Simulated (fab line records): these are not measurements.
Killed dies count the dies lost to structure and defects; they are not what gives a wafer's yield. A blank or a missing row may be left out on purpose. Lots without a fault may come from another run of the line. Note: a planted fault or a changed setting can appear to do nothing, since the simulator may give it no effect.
2 desks, one fault || flow sky130 || each desk holds nothing but its own numbers, with what lay behind them at the end

## FOR THE TOOL OWNER'S DESK: implanter-04
For each lot that ran on this tool, the mean over its sampled wafers that have a number, from the tool's own readings at SKY_NWELL_IMPLANT_11. Marked OUT: a lot whose mean sits more than 4 standard deviations from the usual mean, which makes it out of limits; the brackets give that distance.
Columns: A = beam energy keV at SKY_NWELL_IMPLANT_11, usual 399.96
{"lot": "L299", "first seen here": "day 4 23:52", "A": 400.22}
{"lot": "L309", "first seen here": "day 7 12:43", "A": 400.10}
{"lot": "L316", "first seen here": "day 9 08:49", "A": "349.87 (-99 or more) OUT"}
{"lot": "L317", "first seen here": "day 9 14:34", "A": "349.90 (-99 or more) OUT"}
This desk's verdict: out of limits on L316, L317, starting with L316 at day 9 08:49 (beam energy keV at SKY_NWELL_IMPLANT_11). L299, L309: within limits.

## METROLOGY DESK
What the gauges read, lot by lot, whatever tool the lot ran on: means of the sampled wafers that have a number. Marked OUT: a lot whose mean sits more than 4 standard deviations from the usual mean, which makes it out of limits; the brackets give that distance.
Columns: A = NWELL_TW at SKY_NWELL_TW_MEAS_15, usual 1810; B = NWELL_RS at SKY_NWELL_RS_MEAS_29, usual 624.6 ohm/sq; C = LOCAL_INTERCONNECT_OVL at SKY_LOCAL_INTERCONNECT_OVL_MEAS_12, usual 2 nm; D = CONTACT_CVD_00_THK at SKY_CONTACT_THK_MEAS_01, usual 74.8 nm
{"lot": "L297", "first seen here": "day 4 12:58", "A": 1820, "B": 624.8, "C": -1, "D": 75.0}
{"lot": "L299", "first seen here": "day 5 00:25", "A": 1811, "B": 625.4, "C": -7, "D": 75.6}
{"lot": "L301", "first seen here": "day 5 10:28", "A": 1783, "B": 627.3, "C": -6, "D": 75.4}
{"lot": "L302", "first seen here": "day 5 21:56", "A": 1810, "B": 623.7, "C": 0, "D": 74.4}
{"lot": "L305", "first seen here": "day 6 14:08", "A": 1809, "B": 623.8, "C": 2, "D": 74.9}
{"lot": "L307", "first seen here": "day 7 08:16", "A": 1813, "B": 624.2, "C": 5, "D": 75.1}
{"lot": "L308", "first seen here": "day 7 09:53", "A": 1788, "B": 626.8, "C": 0, "D": 74.9}
{"lot": "L309", "first seen here": "day 7 13:16", "A": 1792, "B": 624.2, "C": 1, "D": 74.6}
{"lot": "L316", "first seen here": "day 9 09:22", "A": 1774, "B": "648.1 (+14) OUT", "C": 2, "D": 75.3}
{"lot": "L317", "first seen here": "day 9 15:04", "A": 1777, "B": "646.3 (+13) OUT", "C": 3, "D": 75.6}
{"lot": "L318", "first seen here": "day 9 17:26", "A": 1811, "B": 623.3, "C": 1, "D": 74.7}
{"lot": "L320", "first seen here": "day 10 05:39", "A": 1817, "B": 623.9, "C": 3, "D": 74.8}
This desk reports L316, L317 out of limits; the earliest was L316 at day 10 07:23 (NWELL_RS at SKY_NWELL_RS_MEAS_29). L297, L299, L301, L302, L305, L307, L308, L309, L318, L320: within limits.

## ALL TOGETHER
An alarm could have come from the tool owner's desk at day 9 08:49, on L316, L317.
At day 10 07:23 the metrology desk could have sounded an alarm, on L316, L317.
Of the lots named, all ran SKY_NWELL_IMPLANT_11 on implanter-04.

## WHAT THE SIMULATOR HAD PUT IN
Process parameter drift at SKY_NWELL_IMPLANT_11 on implanter-04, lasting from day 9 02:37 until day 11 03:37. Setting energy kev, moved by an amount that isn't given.
Lots struck among those shown: L316, L317.
Fault start to first reading out of limits, in hours, per desk: tool owner, 6; metrology, 29.
